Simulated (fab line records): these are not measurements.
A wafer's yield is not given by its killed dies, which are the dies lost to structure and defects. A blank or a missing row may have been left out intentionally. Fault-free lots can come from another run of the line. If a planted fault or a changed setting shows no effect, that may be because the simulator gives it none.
The tool behind it: which one? || flow gf180mcu || Sampling: 11 lots, 33 wafers, 5 of 602 route steps

## WHAT THE GAUGES READ, wafer by wafer
GF_VT_IMPLANT_RS_MEAS_48: uses a four-point probe to measure. Usual: LVPWELL_RS typically reads 1195.7 ohm/sq, with standard deviation 2.7.
{"lot": "L374", "measured": "day 8 18:05", "on": "film-metro-02", "LVPWELL_RS (ohm/sq)": "1193.8 1193.3 1193.2", "flag": ""}
{"lot": "L376", "measured": "day 9 12:17", "on": "film-metro-03", "LVPWELL_RS (ohm/sq)": "1201.3 1197.2 1199.2", "flag": ""}
{"lot": "L378", "measured": "day 9 23:41", "on": "film-metro-01", "LVPWELL_RS (ohm/sq)": "1194.4 1198.4 1200.9", "flag": ""}
{"lot": "L379", "measured": "day 10 11:22", "on": "film-metro-03", "LVPWELL_RS (ohm/sq)": "1197.5 1195.2 1199.4", "flag": ""}
{"lot": "L380", "measured": "day 10 16:35", "on": "film-metro-03", "LVPWELL_RS (ohm/sq)": "1195.4 1196.9 1196.1", "flag": ""}
{"lot": "L381", "measured": "day 10 21:26", "on": "film-metro-02", "LVPWELL_RS (ohm/sq)": "1194.5 1195.8 1193.2", "flag": ""}
{"lot": "L384", "measured": "day 11 20:05", "on": "film-metro-02", "LVPWELL_RS (ohm/sq)": "1195.3 1195.5 1193.7", "flag": ""}
{"lot": "L385", "measured": "day 12 06:47", "on": "film-metro-02", "LVPWELL_RS (ohm/sq)": "1191.1 1194.7 1194.0", "flag": ""}
{"lot": "L386", "measured": "day 13 00:55", "on": "film-metro-01", "LVPWELL_RS (ohm/sq)": "1200.6 1195.7 1200.9", "flag": ""}
{"lot": "L387", "measured": "day 12 22:52", "on": "film-metro-02", "LVPWELL_RS (ohm/sq)": "1194.4 1193.9 1196.2", "flag": ""}
{"lot": "L392", "measured": "day 14 03:04", "on": "film-metro-03", "LVPWELL_RS (ohm/sq)": "1194.0 1195.5 1197.1", "flag": ""}

## WHICH TOOL RAN EACH LOT (tool, then ch and the chambers of the sampled wafers, then the start)
{"lot": "L374", "GF_STI_ETCH_13": "rie-diel-04 ch 0,2,3, day 3 02:52", "GF_NWELL_COAT_02": "litho-track-02 ch 0, day 4 03:28", "GF_NWELL_STRIP_10": "plasma-asher-02 ch 0,1, day 4 10:28", "GF_VT_IMPLANT_STRIP_31": "plasma-asher-02 ch 0,1, day 8 00:38"}
{"lot": "L376", "GF_STI_ETCH_13": "rie-diel-04 ch 0,1,3, day 3 13:26", "GF_NWELL_COAT_02": "litho-track-03 ch 0, day 4 14:43", "GF_NWELL_STRIP_10": "plasma-asher-01 ch 1, day 4 21:52", "GF_VT_IMPLANT_STRIP_31": "plasma-asher-03 ch 0, day 8 18:07"}
{"lot": "L378", "GF_STI_ETCH_13": "rie-diel-02 ch 0,1,3, day 4 00:49", "GF_NWELL_COAT_02": "litho-track-02 ch 0, day 5 01:34", "GF_NWELL_STRIP_10": "plasma-asher-02 ch 0,1, day 5 08:37", "GF_VT_IMPLANT_STRIP_31": "plasma-asher-01 ch 0,1, day 9 05:55"}
{"lot": "L379", "GF_STI_ETCH_13": "rie-diel-01 ch 2,3, day 4 05:10", "GF_NWELL_COAT_02": "litho-track-03 ch 0, day 5 09:10", "GF_NWELL_STRIP_10": "plasma-asher-02 ch 0,1, day 5 16:44", "GF_VT_IMPLANT_STRIP_31": "plasma-asher-03 ch 0,1, day 9 16:33"}
{"lot": "L380", "GF_STI_ETCH_13": "rie-diel-02 ch 0,1, day 4 09:55", "GF_NWELL_COAT_02": "litho-track-02 ch 0, day 5 13:26", "GF_NWELL_STRIP_10": "plasma-asher-01 ch 0,1, day 5 20:30", "GF_VT_IMPLANT_STRIP_31": "plasma-asher-03 ch 0,1, day 9 21:56"}
{"lot": "L381", "GF_STI_ETCH_13": "rie-diel-04 ch 2,3, day 4 14:53", "GF_NWELL_COAT_02": "litho-track-03 ch 0, day 5 17:35", "GF_NWELL_STRIP_10": "plasma-asher-01 ch 0, day 6 00:28", "GF_VT_IMPLANT_STRIP_31": "plasma-asher-03 ch 0,1, day 10 02:35"}
{"lot": "L384", "GF_STI_ETCH_13": "rie-diel-04 ch 1,2,3, day 5 06:46", "GF_NWELL_COAT_02": "litho-track-02 ch 0, day 6 09:40", "GF_NWELL_STRIP_10": "plasma-asher-02 ch 0,1, day 6 17:19", "GF_VT_IMPLANT_STRIP_31": "plasma-asher-02 ch 0,1, day 11 00:40"}
{"lot": "L385", "GF_STI_ETCH_13": "rie-diel-04 ch 0,2,3, day 5 12:38", "GF_NWELL_COAT_02": "litho-track-02 ch 0, day 6 17:55", "GF_NWELL_STRIP_10": "plasma-asher-03 ch 0,1, day 7 01:44", "GF_VT_IMPLANT_STRIP_31": "plasma-asher-03 ch 0,1, day 11 11:20"}
{"lot": "L386", "GF_STI_ETCH_13": "rie-diel-02 ch 0,1,2, day 5 16:35", "GF_NWELL_COAT_02": "litho-track-03 ch 0, day 7 07:46", "GF_NWELL_STRIP_10": "plasma-asher-01 ch 0,1, day 7 16:40", "GF_VT_IMPLANT_STRIP_31": "plasma-asher-01 ch 0,1, day 12 04:16"}
{"lot": "L387", "GF_STI_ETCH_13": "rie-diel-01 ch 0,1, day 5 21:45", "GF_NWELL_COAT_02": "litho-track-02 ch 0, day 7 06:29", "GF_NWELL_STRIP_10": "plasma-asher-02 ch 0,1, day 7 15:23", "GF_VT_IMPLANT_STRIP_31": "plasma-asher-01 ch 0,1, day 12 03:04"}
{"lot": "L392", "GF_STI_ETCH_13": "rie-diel-02 ch 1,2,3, day 7 00:01", "GF_NWELL_COAT_02": "litho-track-03 ch 0, day 8 03:59", "GF_NWELL_STRIP_10": "plasma-asher-01 ch 0,1, day 8 12:53", "GF_VT_IMPLANT_STRIP_31": "plasma-asher-02 ch 0,1, day 13 05:55"}
- GF_STI_ETCH_13: etches the open film in CHF3/O2, stops on Si, target depth 282.31 nm, time 112.9 s.
- GF_NWELL_COAT_02: resist thk 3000 nm.
- GF_NWELL_STRIP_10: strips in O2/N2.
- GF_VT_IMPLANT_STRIP_31: strips in O2/N2.

## WHAT THE TOOLS THEMSELVES READ (means of the sampled wafers that have a number; where no wafer has one, the mark that the record gives instead)
GF_STI_ETCH_13. Usual: chamber-pressure-mTorr 40.00 mTorr, standard deviation 0.032; drypump-motor-current-A 5.7 A, standard deviation 0.45; oes-product-au 0.832 a.u., standard deviation 0.0058; rf-fwd-power-W 596.5 W, standard deviation 2.1; throttle-valve-pct 8.809 %, standard deviation 0.0092.
{"lot": "L374", "tool": "rie-diel-04", "chamber-pressure-mTorr (mTorr)": 39.98, "drypump-motor-current-A (A)": 5.6, "oes-product-au (a.u.)": 0.830, "rf-fwd-power-W (W)": 598.2, "throttle-valve-pct (%)": 8.808, "flag": ""}
{"lot": "L376", "tool": "rie-diel-04", "chamber-pressure-mTorr (mTorr)": 40.04, "drypump-motor-current-A (A)": 5.8, "oes-product-au (a.u.)": 0.832, "rf-fwd-power-W (W)": 596.7, "throttle-valve-pct (%)": 8.809, "flag": ""}
{"lot": "L378", "tool": "rie-diel-02", "chamber-pressure-mTorr (mTorr)": 39.99, "drypump-motor-current-A (A)": 5.9, "oes-product-au (a.u.)": 0.835, "rf-fwd-power-W (W)": 596.7, "throttle-valve-pct (%)": 8.801, "flag": ""}
{"lot": "L379", "tool": "rie-diel-01", "chamber-pressure-mTorr (mTorr)": 40.01, "drypump-motor-current-A (A)": 5.2, "oes-product-au (a.u.)": 0.831, "rf-fwd-power-W (W)": 597.6, "throttle-valve-pct (%)": 8.810, "flag": ""}
{"lot": "L380", "tool": "rie-diel-02", "chamber-pressure-mTorr (mTorr)": 39.98, "drypump-motor-current-A (A)": 6.1, "oes-product-au (a.u.)": 0.830, "rf-fwd-power-W (W)": 597.2, "throttle-valve-pct (%)": 8.804, "flag": ""}
{"lot": "L381", "tool": "rie-diel-04", "chamber-pressure-mTorr (mTorr)": 40.01, "drypump-motor-current-A (A)": 5.4, "oes-product-au (a.u.)": 0.831, "rf-fwd-power-W (W)": 599.7, "throttle-valve-pct (%)": 8.813, "flag": ""}
{"lot": "L384", "tool": "rie-diel-04", "chamber-pressure-mTorr (mTorr)": 39.96, "drypump-motor-current-A (A)": 5.4, "oes-product-au (a.u.)": 0.825, "rf-fwd-power-W (W)": 596.6, "throttle-valve-pct (%)": 8.812, "flag": ""}
{"lot": "L385", "tool": "rie-diel-04", "chamber-pressure-mTorr (mTorr)": 40.01, "drypump-motor-current-A (A)": 5.7, "oes-product-au (a.u.)": 0.833, "rf-fwd-power-W (W)": 596.0, "throttle-valve-pct (%)": 8.806, "flag": ""}
{"lot": "L386", "tool": "rie-diel-02", "chamber-pressure-mTorr (mTorr)": 40.04, "drypump-motor-current-A (A)": 6.0, "oes-product-au (a.u.)": 0.837, "rf-fwd-power-W (W)": 596.1, "throttle-valve-pct (%)": 8.824, "flag": ""}
{"lot": "L387", "tool": "rie-diel-01", "chamber-pressure-mTorr (mTorr)": 40.01, "drypump-motor-current-A (A)": 5.6, "oes-product-au (a.u.)": 0.841, "rf-fwd-power-W (W)": 596.5, "throttle-valve-pct (%)": 8.812, "flag": ""}
{"lot": "L392", "tool": "rie-diel-02", "chamber-pressure-mTorr (mTorr)": 40.00, "drypump-motor-current-A (A)": 5.8, "oes-product-au (a.u.)": 0.832, "rf-fwd-power-W (W)": 596.7, "throttle-valve-pct (%)": 8.823, "flag": ""}

GF_NWELL_COAT_02. Usual: resist-line-temp-C 22.99 C, standard deviation 0.1; spin-speed-rpm 1999.9 rpm, standard deviation 1.3.
{"lot": "L374", "tool": "litho-track-02", "resist-line-temp-C (C)": 23.02, "spin-speed-rpm (rpm)": 1999.2, "flag": ""}
{"lot": "L376", "tool": "litho-track-03", "resist-line-temp-C (C)": 22.86, "spin-speed-rpm (rpm)": 2000.2, "flag": ""}
{"lot": "L378", "tool": "litho-track-02", "resist-line-temp-C (C)": 22.94, "spin-speed-rpm (rpm)": 1999.5, "flag": ""}
{"lot": "L379", "tool": "litho-track-03", "resist-line-temp-C (C)": 23.05, "spin-speed-rpm (rpm)": 2001.2, "flag": ""}
{"lot": "L380", "tool": "litho-track-02", "resist-line-temp-C (C)": 23.10, "spin-speed-rpm (rpm)": 2000.5, "flag": ""}
{"lot": "L381", "tool": "litho-track-03", "resist-line-temp-C (C)": 22.84, "spin-speed-rpm (rpm)": 2002.3, "flag": ""}
{"lot": "L384", "tool": "litho-track-02", "resist-line-temp-C (C)": 23.01, "spin-speed-rpm (rpm)": 1998.8, "flag": ""}
{"lot": "L385", "tool": "litho-track-02", "resist-line-temp-C (C)": 23.00, "spin-speed-rpm (rpm)": 1999.8, "flag": ""}
{"lot": "L386", "tool": "litho-track-03", "resist-line-temp-C (C)": 23.08, "spin-speed-rpm (rpm)": 1999.4, "flag": ""}
{"lot": "L387", "tool": "litho-track-02", "resist-line-temp-C (C)": 22.93, "spin-speed-rpm (rpm)": 2000.8, "flag": ""}
{"lot": "L392", "tool": "litho-track-03", "resist-line-temp-C (C)": 23.02, "spin-speed-rpm (rpm)": 1998.8, "flag": ""}

GF_NWELL_STRIP_10. Usual: chamber-pressure-mTorr 1500.0 mTorr, standard deviation 1.4; drypump-motor-current-A 6.0 A, standard deviation 0.36; heater-power-w 354 W, standard deviation 51; oes-product-au 0.723 a.u., standard deviation 0.005; strip-time-to-endpoint-s 36.97 s, standard deviation 0.097.
{"lot": "L374", "tool": "plasma-asher-02", "chamber-pressure-mTorr (mTorr)": 1498.9, "drypump-motor-current-A (A)": 6.4, "heater-power-w (W)": 351, "oes-product-au (a.u.)": 0.724, "strip-time-to-endpoint-s (s)": 37.00, "flag": ""}
{"lot": "L376", "tool": "plasma-asher-01", "chamber-pressure-mTorr (mTorr)": 1500.4, "drypump-motor-current-A (A)": 5.4, "heater-power-w (W)": 448, "oes-product-au (a.u.)": 0.722, "strip-time-to-endpoint-s (s)": 37.02, "flag": ""}
{"lot": "L378", "tool": "plasma-asher-02", "chamber-pressure-mTorr (mTorr)": 1500.0, "drypump-motor-current-A (A)": 6.4, "heater-power-w (W)": 353, "oes-product-au (a.u.)": 0.724, "strip-time-to-endpoint-s (s)": 36.96, "flag": ""}
{"lot": "L379", "tool": "plasma-asher-02", "chamber-pressure-mTorr (mTorr)": 1500.2, "drypump-motor-current-A (A)": 6.4, "heater-power-w (W)": 327, "oes-product-au (a.u.)": 0.725, "strip-time-to-endpoint-s (s)": 36.96, "flag": ""}
{"lot": "L380", "tool": "plasma-asher-01", "chamber-pressure-mTorr (mTorr)": 1500.7, "drypump-motor-current-A (A)": 5.6, "heater-power-w (W)": 357, "oes-product-au (a.u.)": 0.723, "strip-time-to-endpoint-s (s)": 37.06, "flag": ""}
{"lot": "L381", "tool": "plasma-asher-01", "chamber-pressure-mTorr (mTorr)": 1500.0, "drypump-motor-current-A (A)": 5.7, "heater-power-w (W)": 308, "oes-product-au (a.u.)": 0.724, "strip-time-to-endpoint-s (s)": 36.82, "flag": ""}
{"lot": "L384", "tool": "plasma-asher-02", "chamber-pressure-mTorr (mTorr)": 1499.5, "drypump-motor-current-A (A)": 6.4, "heater-power-w (W)": 341, "oes-product-au (a.u.)": 0.718, "strip-time-to-endpoint-s (s)": 37.14, "flag": ""}
{"lot": "L385", "tool": "plasma-asher-03", "chamber-pressure-mTorr (mTorr)": 1499.8, "drypump-motor-current-A (A)": 5.9, "heater-power-w (W)": 350, "oes-product-au (a.u.)": 0.720, "strip-time-to-endpoint-s (s)": 36.28, "flag": "OFF"}
{"lot": "L386", "tool": "plasma-asher-01", "chamber-pressure-mTorr (mTorr)": 1500.6, "drypump-motor-current-A (A)": 5.6, "heater-power-w (W)": 355, "oes-product-au (a.u.)": 0.721, "strip-time-to-endpoint-s (s)": 36.95, "flag": ""}
{"lot": "L387", "tool": "plasma-asher-02", "chamber-pressure-mTorr (mTorr)": 1499.8, "drypump-motor-current-A (A)": 6.4, "heater-power-w (W)": 326, "oes-product-au (a.u.)": 0.725, "strip-time-to-endpoint-s (s)": 36.21, "flag": "OFF"}
{"lot": "L392", "tool": "plasma-asher-01", "chamber-pressure-mTorr (mTorr)": 1499.3, "drypump-motor-current-A (A)": 5.5, "heater-power-w (W)": 407, "oes-product-au (a.u.)": 0.722, "strip-time-to-endpoint-s (s)": 36.93, "flag": ""}

GF_VT_IMPLANT_STRIP_31. Usual: chamber-pressure-mTorr 1500.1 mTorr, standard deviation 1.2; drypump-motor-current-A 6.1 A, standard deviation 0.38; heater-power-w 351 W, standard deviation 48; oes-product-au 0.716 a.u., standard deviation 0.0042; strip-time-to-endpoint-s 12.63 s, standard deviation 0.04.
{"lot": "L374", "tool": "plasma-asher-02", "chamber-pressure-mTorr (mTorr)": 1500.1, "drypump-motor-current-A (A)": 6.4, "heater-power-w (W)": 330, "oes-product-au (a.u.)": 0.720, "strip-time-to-endpoint-s (s)": 12.73, "flag": ""}
{"lot": "L376", "tool": "plasma-asher-03", "chamber-pressure-mTorr (mTorr)": 1500.2, "drypump-motor-current-A (A)": 6.0, "heater-power-w (W)": 323, "oes-product-au (a.u.)": 0.716, "strip-time-to-endpoint-s (s)": 12.66, "flag": ""}
{"lot": "L378", "tool": "plasma-asher-01", "chamber-pressure-mTorr (mTorr)": 1500.2, "drypump-motor-current-A (A)": 5.6, "heater-power-w (W)": 354, "oes-product-au (a.u.)": 0.718, "strip-time-to-endpoint-s (s)": 12.61, "flag": ""}
{"lot": "L379", "tool": "plasma-asher-03", "chamber-pressure-mTorr (mTorr)": 1500.8, "drypump-motor-current-A (A)": 5.8, "heater-power-w (W)": 355, "oes-product-au (a.u.)": 0.711, "strip-time-to-endpoint-s (s)": 12.66, "flag": ""}
{"lot": "L380", "tool": "plasma-asher-03", "chamber-pressure-mTorr (mTorr)": 1500.9, "drypump-motor-current-A (A)": 5.8, "heater-power-w (W)": 348, "oes-product-au (a.u.)": 0.714, "strip-time-to-endpoint-s (s)": 12.57, "flag": ""}
{"lot": "L381", "tool": "plasma-asher-03", "chamber-pressure-mTorr (mTorr)": 1499.7, "drypump-motor-current-A (A)": 5.9, "heater-power-w (W)": 338, "oes-product-au (a.u.)": 0.719, "strip-time-to-endpoint-s (s)": 12.56, "flag": ""}
{"lot": "L384", "tool": "plasma-asher-02", "chamber-pressure-mTorr (mTorr)": 1500.9, "drypump-motor-current-A (A)": 6.4, "heater-power-w (W)": 352, "oes-product-au (a.u.)": 0.718, "strip-time-to-endpoint-s (s)": 12.63, "flag": ""}
{"lot": "L385", "tool": "plasma-asher-03", "chamber-pressure-mTorr (mTorr)": 1498.8, "drypump-motor-current-A (A)": 5.9, "heater-power-w (W)": 337, "oes-product-au (a.u.)": 0.716, "strip-time-to-endpoint-s (s)": 12.61, "flag": ""}
{"lot": "L386", "tool": "plasma-asher-01", "chamber-pressure-mTorr (mTorr)": 1500.6, "drypump-motor-current-A (A)": 5.6, "heater-power-w (W)": 356, "oes-product-au (a.u.)": 0.717, "strip-time-to-endpoint-s (s)": 12.67, "flag": ""}
{"lot": "L387", "tool": "plasma-asher-01", "chamber-pressure-mTorr (mTorr)": 1499.2, "drypump-motor-current-A (A)": 5.6, "heater-power-w (W)": 362, "oes-product-au (a.u.)": 0.715, "strip-time-to-endpoint-s (s)": 12.60, "flag": ""}
{"lot": "L392", "tool": "plasma-asher-02", "chamber-pressure-mTorr (mTorr)": 1501.5, "drypump-motor-current-A (A)": 6.4, "heater-power-w (W)": 351, "oes-product-au (a.u.)": 0.714, "strip-time-to-endpoint-s (s)": 12.66, "flag": ""}

## THE ANSWER, worked out from the rows above alone
Rule: take the mean of a lot's wafers that have a number; if it is more than 3 standard deviations from the usual mean, the lot is off. Also off: a lot with no number at a reading for which 4 or more lots have one. Any other lot the step has rows for is counted as sound. First the gauges in route order, then the tools' own readings, where a lot's mean is used as printed above. The first step at which some lot is off is used, and at that step the reading that is off furthest; a lot without a number counts as furthest.
Off: L385, L387 (GF_NWELL_STRIP_10, strip-time-to-endpoint-s).
A tool fits if, at that step or a process step before it, it ran every lot that is off, and no sound lot after the first of them. One candidate fits, namely litho-track-02 at GF_NWELL_COAT_02. A fault onset in the window from L384 (day 6 09:40, its last sound lot) to L385 (day 6 17:55, its first lot off) fits.

## WHAT HAD BEEN PUT IN BY THE SIMULATOR
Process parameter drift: litho-track-02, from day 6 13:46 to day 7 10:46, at GF_NWELL_COAT_02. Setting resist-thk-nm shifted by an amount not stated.
Shown lots that were struck: L385, L387. The rule above found the same.
